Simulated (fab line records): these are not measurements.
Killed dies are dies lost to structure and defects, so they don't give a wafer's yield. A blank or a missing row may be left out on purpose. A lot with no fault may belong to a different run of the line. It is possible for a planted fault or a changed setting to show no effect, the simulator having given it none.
fab line records	flow gf180mcu
record lots=24	wafers=72	last_day=34
route steps=602 shown CONTACT@313 M1@316 V3@445 MIM@505 V5@544
lots untouched by any fault: they come from a run of this same line in which no faults occurred
start_h: start of the lot's first displayed wafer, in hours after the record's first day	wait_h: hours since the lot's step before	" as in the row above	L1.1+2: one row covering several wafers at once	- value missing, or start not given	* or withheld: withheld	< > ~ a bound
route shown NAME@n: NAME is a module with steps in the file, n the number in the route of the first one	usual: mean and standard deviation over wafers with no fault	same: alike in all rows	chamber/n: place in a boat	sites: each site's reading	_std_site: their standard deviation	_edge_site: the outer-site mean with the inner-site mean subtracted	radius_mm: for every site, how far away it sits from the centre of the wafer	mask NAME#n: copy n	behind: the tool/chamber that last shaped the wafer	hold: why the lot was held/for how many hours/how that ended	device: which transistor (n, p or np) failed to switch	end of line: the same wafers' tests at the end of the route	a step without rows: its recipe alone	killed: count of dies lost to structure and defects at first sort (not the wafer's yield)	map: a wafer's dies, marking killed ones x, the rest . and places with no die _
set.NAME: the setting as run; set.NAME@STEP: as run at that earlier step	model.NAME: the simulator's own value behind a step, which no gauge read
a sample of lots followed through the steps of the route, with each step as a table and each wafer as a row
services: the hour from which a tool's chamber was out of use, counted from the record's first day as start_h (under 0 if before that day), plus the number of hours and why
## steps
# step GF_CONTACT_THK_MEAS_26
# recipe thk_meas_gauge=xrf	reads=W_of_CONTACT_CVD_24
# usual CONTACT_W_THK=302/7.1
lot.wafer	tool	chamber	start_h	wait_h	CONTACT_W_THK[nm]
L074.1	film_metro-03	-	358.02	0.1	306
L074.4	"	-	"	"	313
L074.6	"	-	"	"	310
L075.1	film_metro-04	-	365.85	0.1	301
L075.2	"	-	"	"	303
L075.5	"	-	"	"	303
L076.1	film_metro-04	-	373.30	0.1	299
L076.5	"	-	"	"	295
L076.6	"	-	"	"	296
L077.1	film_metro-04	-	393.24	0.1	302
L077.2	"	-	"	"	300
L077.6	"	-	"	"	297
L078.2	film_metro-02	-	400.97	0.1	308
L078.4	"	-	"	"	306
L078.6	"	-	"	"	306
L079.1	film_metro-02	-	410.52	0.1	302
L079.5	"	-	"	"	309
L079.6	"	-	"	"	299
L080.3	film_metro-02	-	416.06	0.1	305
L080.4	"	-	"	"	298
L080.6	"	-	"	"	304
L081.2	film_metro-03	-	418.83	0.1	289
L081.3	"	-	"	"	292
L081.4	"	-	"	"	309
L082.3	film_metro-04	-	439.94	0.1	299
L082.5	"	-	"	"	317
L082.6	"	-	"	"	302
L083.1	film_metro-03	-	442.21	0.1	310
L083.3	"	-	"	"	289
L083.5	"	-	"	"	292
L084.1	film_metro-04	-	450.68	0.1	302
L084.3	"	-	"	"	297
L084.4	"	-	"	"	303
L085.1	film_metro-03	-	459.62	0.1	311
L085.5	"	-	"	"	308
L085.6	"	-	"	"	291
L086.1	film_metro-02	-	470.62	0.1	301
L086.2	"	-	"	"	301
L086.5	"	-	"	"	299
L087.3	film_metro-04	-	482.74	0.1	298
L087.4	"	-	"	"	303
L087.5	"	-	"	"	296
L088.1	film_metro-02	-	501.40	0.1	311
L088.2	"	-	"	"	295
L088.6	"	-	"	"	294
L089.1	film_metro-03	-	504.96	0.1	287
L089.4	"	-	"	"	287
L089.5	"	-	"	"	311
L090.2	film_metro-02	-	510.07	0.1	303
L090.3	"	-	"	"	300
L090.4	"	-	"	"	304
L091.2	film_metro-04	-	518.22	0.1	297
L091.3	"	-	"	"	298
L091.5	"	-	"	"	296
L092.2	film_metro-03	-	529.26	0.1	294
L092.4	"	-	"	"	316
L092.6	"	-	"	"	310
L093.1	film_metro-03	-	530.27	0.1	301
L093.2	"	-	"	"	298
L093.4	"	-	"	"	300
L094.1	film_metro-03	-	539.41	0.1	300
L094.3	"	-	"	"	298
L094.5	"	-	"	"	300
L095.1	film_metro-04	-	546.71	0.1	316
L095.3	"	-	"	"	315
L095.6	"	-	"	"	311
L096.1	film_metro-03	-	550.22	0.1	313
L096.2	"	-	"	"	295
L096.5	"	-	"	"	311
L097.1	film_metro-02	-	559.46	0.1	295
L097.2	"	-	"	"	311
L097.6	"	-	"	"	311
# step GF_M1_SPUTTER_01
# recipe material=TiN	target_thk_nm=30	power_w=6500	time_s=25	chamber_pressure_pa=0.4
# usual chamber_pressure_pa=0.4001/0.00082	throttle_valve_pct=30.2/0.92
lot.wafer	tool	chamber	start_h	wait_h	chamber_pressure_pa	throttle_valve_pct
L074.1	pvd_sputter-01	-	358.48	0.1	0.4009	30.3
L074.4	"	-	"	"	0.3996	29.9
L074.6	"	-	"	"	0.3999	31.0
L075.1	pvd_sputter-04	-	366.31	0.1	0.4016	30.6
L075.2	"	-	"	"	0.3999	28.8
L075.5	"	-	"	"	0.4004	29.9
L076.1	pvd_sputter-03	-	373.76	0.1	0.3990	31.1
L076.5	"	-	"	"	0.3989	30.2
L076.6	"	-	"	"	0.3998	31.1
L077.1	pvd_sputter-01	-	393.70	0.1	0.4002	30.9
L077.2	"	-	"	"	0.4017	30.5
L077.6	"	-	"	"	0.4010	30.9
L078.2	pvd_sputter-01	-	401.42	0.1	0.4005	30.5
L078.4	"	-	"	"	0.3991	31.0
L078.6	"	-	"	"	0.4001	31.1
L079.1	pvd_sputter-01	-	410.98	0.1	0.4010	30.4
L079.5	"	-	"	"	0.4002	30.5
L079.6	"	-	"	"	0.3990	31.6
L080.3	pvd_sputter-04	-	416.78	0.1	0.4006	29.7
L080.4	"	-	"	"	0.3993	28.7
L080.6	"	-	"	"	0.3996	29.4
L081.2	pvd_sputter-01	-	419.28	0.1	0.3992	32.1
L081.3	"	-	"	"	0.4013	31.0
L081.4	"	-	"	"	0.3988	30.6
L082.3	pvd_sputter-01	-	440.38	0.1	0.3984	30.4
L082.5	"	-	"	"	0.4011	30.0
L082.6	"	-	"	"	0.4008	31.7
L083.1	pvd_sputter-01	-	442.67	0.1	0.3999	30.6
L083.3	"	-	"	"	0.3984	29.8
L083.5	"	-	"	"	0.4002	30.0
L084.1	pvd_sputter-04	-	451.14	0.1	0.3999	30.4
L084.3	"	-	"	"	0.3998	28.2
L084.4	"	-	"	"	0.4010	29.6
L085.1	pvd_sputter-04	-	460.08	0.1	0.3993	28.4
L085.5	"	-	"	"	0.3992	29.8
L085.6	"	-	"	"	0.4000	28.4
L086.1	pvd_sputter-03	-	471.08	0.1	0.4010	31.0
L086.2	"	-	"	"	0.3999	30.2
L086.5	"	-	"	"	0.4002	29.8
L087.3	pvd_sputter-03	-	483.18	0.1	0.4002	30.2
L087.4	"	-	"	"	0.4008	29.5
L087.5	"	-	"	"	0.4006	29.7
L088.1	pvd_sputter-04	-	501.86	0.1	0.4010	29.7
L088.2	"	-	"	"	0.4003	30.0
L088.6	"	-	"	"	0.4005	30.6
L089.1	pvd_sputter-04	-	505.42	0.1	0.4003	29.7
L089.4	"	-	"	"	0.3997	28.5
L089.5	"	-	"	"	0.3997	29.6
L090.2	pvd_sputter-01	-	510.52	0.1	0.4003	30.5
L090.3	"	-	"	"	0.4003	31.1
L090.4	"	-	"	"	0.4010	29.8
L091.2	pvd_sputter-04	-	518.67	0.1	0.4000	29.7
L091.3	"	-	"	"	0.4010	30.3
L091.5	"	-	"	"	0.4010	28.5
L092.2	pvd_sputter-04	-	529.71	0.1	0.4008	29.5
L092.4	"	-	"	"	0.4000	30.3
L092.6	"	-	"	"	0.4000	30.4
L093.1	pvd_sputter-01	-	530.73	0.1	0.3994	31.4
L093.2	"	-	"	"	0.4025	30.0
L093.4	"	-	"	"	0.4024	30.2
L094.1	pvd_sputter-04	-	539.87	0.1	0.3996	29.6
L094.3	"	-	"	"	0.4003	28.4
L094.5	"	-	"	"	0.3997	28.4
L095.1	pvd_sputter-03	-	547.17	0.1	0.4008	31.3
L095.3	"	-	"	"	0.3989	29.9
L095.6	"	-	"	"	0.3998	31.3
L096.1	pvd_sputter-01	-	550.68	0.1	0.3997	29.7
L096.2	"	-	"	"	0.3988	31.6
L096.5	"	-	"	"	0.4004	29.6
L097.1	pvd_sputter-01	-	559.92	0.1	0.3997	30.3
L097.2	"	-	"	"	0.3995	31.2
L097.6	"	-	"	"	0.4002	31.7
# step GF_V3_ETCH_16
# recipe chemistry=N2/H2	target_depth_a=withheld	overetch_a=withheld	time_s=withheld	target=BARC	ion_energy_ev=200	source_w=500	bias_w=100	pressure_mtorr=30	n2_flow_sccm=100	h2_flow_sccm=200
# usual drypump_motor_current_A=5.6/0.35	oes_product_au=0.854/0.0053	throttle_valve_pct=13.225/0.009
lot.wafer	tool	chamber	start_h	wait_h	drypump_motor_current_A	oes_product_au	throttle_valve_pct
L074.1	rie_diel-01	1	507.64	0.0	5.9	0.853	13.237
L074.4	"	0	"	"	5.6	0.862	13.239
L074.6	"	0	"	"	5.6	0.857	13.225
L075.1	rie_diel-04	1	516.77	0.0	5.2	0.857	13.230
L075.2	"	2	"	"	5.3	0.859	13.214
L075.5	"	1	"	"	5.2	0.863	13.216
L076.1	rie_diel-04	1	524.77	0.0	5.2	0.856	13.236
L076.5	"	1	"	"	5.2	0.845	13.222
L076.6	"	2	"	"	5.3	0.860	13.223
L077.1	rie_diel-04	1	544.17	0.0	5.2	0.851	13.220
L077.2	"	3	"	"	5.9	0.858	13.225
L077.6	"	2	"	"	5.4	0.856	13.228
L078.2	rie_diel-02	0	550.94	0.0	5.3	0.856	13.228
L078.4	"	1	"	"	5.8	0.849	13.215
L078.6	"	0	"	"	5.3	0.850	13.224
L079.1	rie_diel-01	1	560.49	0.0	5.9	0.853	13.236
L079.5	"	3	"	"	5.7	0.854	13.227
L079.6	"	0	"	"	5.6	0.864	13.230
L080.3	rie_diel-01	0	566.67	0.0	5.6	0.860	13.227
L080.4	"	2	"	"	5.4	0.852	13.227
L080.6	"	1	"	"	5.9	0.863	13.219
L081.2	rie_diel-02	2	567.77	0.0	5.0	0.858	13.225
L081.3	"	1	"	"	5.8	0.861	13.218
L081.4	"	3	"	"	5.5	0.847	13.218
L082.3	rie_diel-01	1	586.54	0.0	5.9	0.852	13.231
L082.5	"	2	"	"	5.4	0.853	13.219
L082.6	"	1	"	"	5.9	0.841	13.228
L083.1	rie_diel-02	1	587.39	0.0	5.8	0.842	13.223
L083.3	"	0	"	"	5.3	0.854	13.224
L083.5	"	3	"	"	5.6	0.845	13.231
L084.1	rie_diel-04	1	594.65	0.0	5.2	0.854	13.220
L084.3	"	0	"	"	6.5	0.857	13.229
L084.4	"	3	"	"	5.9	0.847	13.212
L085.1	rie_diel-01	0	605.12	0.0	5.7	0.852	13.220
L085.5	"	3	"	"	5.8	0.857	13.234
L085.6	"	0	"	"	5.7	0.851	13.224
L086.1	rie_diel-02	1	615.17	0.0	5.7	0.862	13.215
L086.2	"	0	"	"	5.2	0.846	13.244
L086.5	"	1	"	"	5.7	0.857	13.239
L087.3	rie_diel-04	2	625.22	0.0	5.4	0.854	13.217
L087.4	"	0	"	"	6.6	0.859	13.234
L087.5	"	2	"	"	5.4	0.856	13.214
L088.1	rie_diel-02	3	641.19	0.0	5.6	0.854	13.231
L088.2	"	0	"	"	5.3	0.856	13.218
L088.6	"	3	"	"	5.6	0.855	13.214
L089.1	rie_diel-01	2	642.44	0.0	5.4	0.864	13.228
L089.4	"	0	"	"	5.7	0.857	13.230
L089.5	"	2	"	"	5.4	0.849	13.213
L090.2	rie_diel-04	0	647.59	0.0	6.6	0.857	13.236
L090.3	"	3	"	"	5.9	0.859	13.203
L090.4	"	2	"	"	5.3	0.856	13.220
L091.2	rie_diel-04	3	653.74	0.0	5.9	0.851	13.224
L091.3	"	0	"	"	6.6	0.856	13.222
L091.5	"	1	"	"	5.2	0.854	13.221
L092.2	rie_diel-04	0	665.52	0.0	6.5	0.853	13.217
L092.4	"	2	"	"	5.4	0.847	13.228
L092.6	"	2	"	"	5.3	0.854	13.234
L093.1	rie_diel-01	3	665.74	0.0	5.7	0.860	13.202
L093.2	"	2	"	"	5.4	0.856	13.228
L093.4	"	0	"	"	5.7	0.850	13.225
L094.1	rie_diel-02	1	672.59	0.0	5.8	0.853	13.222
L094.3	"	0	"	"	5.2	0.857	13.214
L094.5	"	2	"	"	5.0	0.858	13.220
L095.1	rie_diel-01	0	677.77	0.0	5.7	0.849	13.225
L095.3	"	2	"	"	5.4	0.862	13.217
L095.6	"	0	"	"	5.6	0.854	13.215
L096.1	rie_diel-01	1	681.64	0.0	5.9	0.857	13.237
L096.2	"	0	"	"	5.7	0.847	13.229
L096.5	"	1	"	"	5.9	0.845	13.223
L097.1	rie_diel-01	0	689.47	0.0	5.7	0.855	13.223
L097.2	"	2	"	"	5.4	0.849	13.197
L097.6	"	2	"	"	5.4	0.854	13.219
# step GF_MIM_SPUTTER_02
# recipe material=AlCu	target_thk_nm=450	power_w=10600	time_s=23.9	chamber_pressure_pa=0.4
# usual chamber_pressure_pa=0.4000/0.00076	throttle_valve_pct=30.2/0.75
lot.wafer	tool	chamber	start_h	wait_h	chamber_pressure_pa	throttle_valve_pct
L074.1	pvd_sputter-03	-	558.22	0.0	0.3989	30.2
L074.4	"	-	"	"	0.4018	29.9
L074.6	"	-	"	"	0.4000	31.0
L075.1	pvd_sputter-03	-	566.27	0.0	0.4010	29.9
L075.2	"	-	"	"	0.3993	30.3
L075.5	"	-	"	"	0.3992	31.0
L076.1	pvd_sputter-04	-	573.98	0.0	0.3998	30.5
L076.5	"	-	"	"	0.4005	28.4
L076.6	"	-	"	"	0.3988	29.6
L077.1	pvd_sputter-01	-	592.00	0.0	0.3998	31.6
L077.2	"	-	"	"	0.3999	30.5
L077.6	"	-	"	"	0.4002	30.0
L078.2	pvd_sputter-03	-	599.56	0.0	0.4008	30.1
L078.4	"	-	"	"	0.4005	30.3
L078.6	"	-	"	"	0.3994	29.8
L079.1	pvd_sputter-01	-	607.88	0.0	0.4003	31.2
L079.5	"	-	"	"	0.4002	31.1
L079.6	"	-	"	"	0.4006	30.4
L080.3	pvd_sputter-03	-	614.42	0.0	0.4000	31.1
L080.4	"	-	"	"	0.3991	29.7
L080.6	"	-	"	"	0.3993	30.3
L081.2	pvd_sputter-03	-	615.38	0.0	0.4003	29.5
L081.3	"	-	"	"	0.4009	30.0
L081.4	"	-	"	"	0.4012	30.9
L082.3	pvd_sputter-03	-	632.12	0.0	0.4010	29.9
L082.5	"	-	"	"	0.4000	30.2
L082.6	"	-	"	"	0.3989	29.6
L083.1	pvd_sputter-01	-	633.40	0.0	0.3992	31.1
L083.3	"	-	"	"	0.4018	30.0
L083.5	"	-	"	"	0.4001	30.9
L084.1	pvd_sputter-04	-	640.77	0.0	0.3986	28.4
L084.3	"	-	"	"	0.4003	29.7
L084.4	"	-	"	"	0.3991	30.5
L085.1	pvd_sputter-01	-	650.15	0.0	0.3999	31.7
L085.5	"	-	"	"	0.4004	30.1
L085.6	"	-	"	"	0.3990	31.7
L086.1	pvd_sputter-01	-	658.42	0.0	0.3993	31.9
L086.2	"	-	"	"	0.4003	29.9
L086.5	"	-	"	"	0.3997	31.1
L087.3	pvd_sputter-03	-	668.58	0.0	0.4001	30.0
L087.4	"	-	"	"	0.3997	31.1
L087.5	"	-	"	"	0.3992	30.9
L088.1	pvd_sputter-04	-	684.43	0.0	0.3991	29.9
L088.2	"	-	"	"	0.4002	30.6
L088.6	"	-	"	"	0.3995	28.6
L089.1	pvd_sputter-04	-	685.37	0.0	0.4003	28.4
L089.4	"	-	"	"	0.3990	31.0
L089.5	"	-	"	"	0.4009	30.6
L090.2	pvd_sputter-04	-	690.62	0.0	0.3993	29.7
L090.3	"	-	"	"	0.4012	28.4
L090.4	"	-	"	"	0.3994	30.5
L091.2	pvd_sputter-03	-	696.27	0.0	0.4003	29.8
L091.3	"	-	"	"	0.4000	30.1
L091.5	"	-	"	"	0.3997	30.0
L092.2	pvd_sputter-03	-	707.76	0.0	0.3993	30.7
L092.4	"	-	"	"	0.4011	30.3
L092.6	"	-	"	"	0.4011	30.3
L093.1	pvd_sputter-01	-	708.72	0.0	0.4001	29.8
L093.2	"	-	"	"	0.4006	31.8
L093.4	"	-	"	"	0.4012	30.5
L094.1	pvd_sputter-03	-	715.21	0.0	0.3988	30.8
L094.3	"	-	"	"	0.3993	30.4
L094.5	"	-	"	"	0.4001	29.7
L095.1	pvd_sputter-01	-	719.99	0.0	0.3999	30.0
L095.3	"	-	"	"	0.3991	30.7
L095.6	"	-	"	"	0.3990	30.6
L096.1	pvd_sputter-01	-	722.74	0.0	0.3992	29.8
L096.2	"	-	"	"	0.4012	31.1
L096.5	"	-	"	"	0.3994	29.9
L097.1	pvd_sputter-03	-	729.88	0.0	0.4003	29.9
L097.2	"	-	"	"	0.4014	30.0
L097.6	"	-	"	"	0.3995	29.9
# step GF_V5_CMP_04
# recipe material=SiO2	down_force_psi=4	platen_rpm=60	pad_velocity_m_s=0.94248
# usual motor_current_A=12.1/1.2
lot.wafer	tool	chamber	start_h	wait_h	motor_current_A
L074.1	cmp-01	2	603.17	0.1	11.9
L074.4	"	0	"	"	12.8
L074.6	"	1	"	"	9.9
L075.1	cmp-01	2	610.20	0.1	11.9
L075.2	"	3	"	"	10.4
L075.5	"	3	"	"	10.8
L076.1	cmp-01	3	618.14	0.2	10.6
L076.6	"	0	"	"	13.5
L076.5	"	1	"	"	9.4
L077.1	cmp-02	1	635.48	0.1	13.2
L077.2	"	2	"	"	12.9
L077.6	"	0	"	"	12.7
L078.4	cmp-01	3	641.89	0.0	10.5
L078.2	"	2	"	"	12.6
L078.6	"	0	"	"	13.9
L079.1	cmp-01	2	650.26	0.1	12.8
L079.6	"	2	"	"	12.1
L079.5	"	3	"	"	11.3
L080.3	cmp-02	1	655.73	0.1	12.9
L080.4	"	2	"	"	13.2
L080.6	"	0	"	"	12.2
L081.4	cmp-02	0	656.46	0.1	12.7
L081.3	"	1	"	"	13.3
L081.2	"	2	"	"	12.8
L082.3	cmp-02	1	673.36	0.0	13.2
L082.6	"	1	"	"	12.7
L082.5	"	2	"	"	13.1
L083.3	cmp-02	2	673.96	0.1	12.7
L083.1	"	1	"	"	13.4
L083.5	"	2	"	"	12.5
L084.1	cmp-01	1	681.38	0.1	10.2
L084.3	"	2	"	"	12.5
L084.4	"	3	"	"	11.3
L085.1	cmp-01	2	689.74	0.2	12.5
L085.6	"	3	"	"	10.6
L085.5	"	0	"	"	12.5
L086.1	cmp-02	1	698.81	0.1	13.1
L086.2	"	2	"	"	13.3
L086.5	"	1	"	"	12.6
L087.3	cmp-02	3	706.89	0.1	12.4
L087.4	"	0	"	"	13.0
L087.5	"	1	"	"	13.0
L088.1	cmp-01	3	722.61	0.1	10.8
L088.2	"	0	"	"	13.6
L088.6	"	3	"	"	10.9
L089.1	cmp-01	0	723.31	0.1	13.5
L089.4	"	1	"	"	9.7
L089.5	"	3	"	"	10.9
L090.2	cmp-01	3	728.11	0.0	11.2
L090.3	"	0	"	"	13.4
L090.4	"	2	"	"	11.7
L091.3	cmp-01	2	734.91	0.1	12.5
L091.2	"	0	"	"	13.3
L091.5	"	1	"	"	10.2
L092.4	cmp-01	0	743.42	0.0	12.6
L092.2	"	1	"	"	9.9
L092.6	"	1	"	"	10.3
L093.4	cmp-02	2	745.31	0.0	13.2
L093.1	"	3	"	"	12.7
L093.2	"	0	"	"	13.1
L094.1	cmp-02	0	761.02	0.1	12.4
L094.3	"	1	"	"	13.6
L094.5	"	3	"	"	12.0
L096.2	cmp-01	2	761.14	0.1	12.2
L096.1	"	0	"	"	13.8
L096.5	"	1	"	"	10.2
L095.1	cmp-02	3	761.22	0.2	12.7
L095.3	"	1	"	"	13.5
L095.6	"	3	"	"	12.4
L097.1	cmp-01	2	764.60	0.1	12.7
L097.2	"	0	"	"	13.5
L097.6	"	2	"	"	12.5
# step GF_V5_ETCH_17
# recipe chemistry=C4F8/O2/Ar	mask_material=KrF	target=SiO2	stop_on=TiN	source_w=1500	bias_w=1200	pressure_mtorr=40	c4f8_flow_sccm=withheld	O2_flow_sccm=6	Ar_flow_sccm=300	time_s=withheld	target_depth_a=8550
# usual oes_product_au=0.859/0.0045
lot.wafer	tool	chamber	start_h	wait_h	oes_product_au
L074.1	rie_diel-02	1	-	-	0.859
L074.4	"	2	"	"	0.856
L074.6	"	1	"	"	0.854
L075.1	rie_diel-03	3	-	-	0.858
L075.2	"	1	"	"	0.858
L075.5	"	2	"	"	0.857
L076.1	rie_diel-03	1	-	-	0.856
L076.5	"	2	"	"	0.865
L076.6	"	1	"	"	0.865
L077.1	rie_diel-02	2	-	-	0.862
L077.2	"	3	"	"	0.861
L077.6	"	0	"	"	0.857
L078.2	rie_diel-03	3	-	-	0.863
L078.4	"	0	"	"	0.860
L078.6	"	1	"	"	0.859
L079.1	rie_diel-02	1	-	-	0.861
L079.5	"	0	"	"	0.856
L079.6	"	1	"	"	0.858
L080.3	rie_diel-02	0	-	-	0.853
L080.4	"	3	"	"	0.860
L080.6	"	3	"	"	0.858
L081.2	rie_diel-03	2	-	-	0.863
L081.3	"	3	"	"	0.862
L081.4	"	0	"	"	0.854
L082.3	rie_diel-03	3	-	-	0.860
L082.5	"	1	"	"	0.856
L082.6	"	0	"	"	0.859
L083.1	rie_diel-02	2	-	-	0.854
L083.3	"	0	"	"	0.863
L083.5	"	0	"	"	0.859
L084.1	rie_diel-04	1	-	-	0.870
L084.3	"	3	"	"	0.859
L084.4	"	3	"	"	0.860
L085.1	rie_diel-03	3	-	-	0.855
L085.5	"	1	"	"	0.860
L085.6	"	0	"	"	0.853
L086.1	rie_diel-03	2	-	-	0.857
L086.2	"	3	"	"	0.861
L086.5	"	2	"	"	0.866
L087.3	rie_diel-03	0	-	-	0.856
L087.4	"	2	"	"	0.858
L087.5	"	1	"	"	0.861
L088.1	rie_diel-04	2	-	-	0.855
L088.2	"	3	"	"	0.861
L088.6	"	3	"	"	0.860
L089.1	rie_diel-03	2	-	-	0.854
L089.4	"	1	"	"	0.859
L089.5	"	0	"	"	0.853
L090.2	rie_diel-02	3	-	-	0.853
L090.3	"	2	"	"	0.850
L090.4	"	0	"	"	0.868
L091.2	rie_diel-03	3	-	-	0.859
L091.3	"	1	"	"	0.854
L091.5	"	2	"	"	0.852
L092.2	rie_diel-04	3	-	-	0.860
L092.4	"	2	"	"	0.859
L092.6	"	1	"	"	0.866
L093.1	rie_diel-02	0	-	-	0.856
L093.2	"	3	"	"	0.864
L093.4	"	2	"	"	0.858
L094.1	rie_diel-04	3	-	-	0.857
L094.3	"	0	"	"	0.867
L094.5	"	1	"	"	0.859
L096.1	rie_diel-03	0	-	-	0.861
L096.2	"	2	"	"	0.849
L096.5	"	3	"	"	0.869
L095.1	rie_diel-02	1	-	-	0.862
L095.3	"	3	"	"	0.857
L095.6	"	2	"	"	0.853
L097.1	rie_diel-02	1	-	-	0.852
L097.2	"	0	"	"	0.851
L097.6	"	2	"	"	0.858
## services
tool	chamber	start_h	hours	kind
rie_diel-02	1	340.27	4.1	repair
rie_diel-04	1	392.67	1.6	repair
cmp-01	-	397.52	1.6	repair
cmp-01	-	404.00	4.0	pm
rie_diel-04	3	422.66	10.5	repair
rie_diel-02	0	442.80	2.3	repair
cmp-01	-	467.72	1.7	repair
cmp-01	-	475.53	8.8	pm
rie_diel-04	3	481.82	20.3	repair
rie_diel-02	3	556.00	2.6	repair
pvd_sputter-03	-	556.92	0.9	repair
rie_diel-02	2	573.38	14.9	repair
cmp-01	-	592.22	1.5	repair
cmp-01	-	630.96	1.8	repair
cmp-01	-	692.70	3.4	pm
cmp-01	-	697.44	2.3	repair
cmp-01	-	698.10	1.0	repair
rie_diel-02	0	698.21	6.7	repair
rie_diel-02	-	698.85	14.6	pm
pvd_sputter-03	-	710.62	2.9	repair
cmp-01	-	718.11	1.7	repair
pvd_sputter-03	-	719.86	1.3	repair
pvd_sputter-03	-	732.28	39.6	repair
cmp-01	-	744.00	4.0	pm
## key
fault none
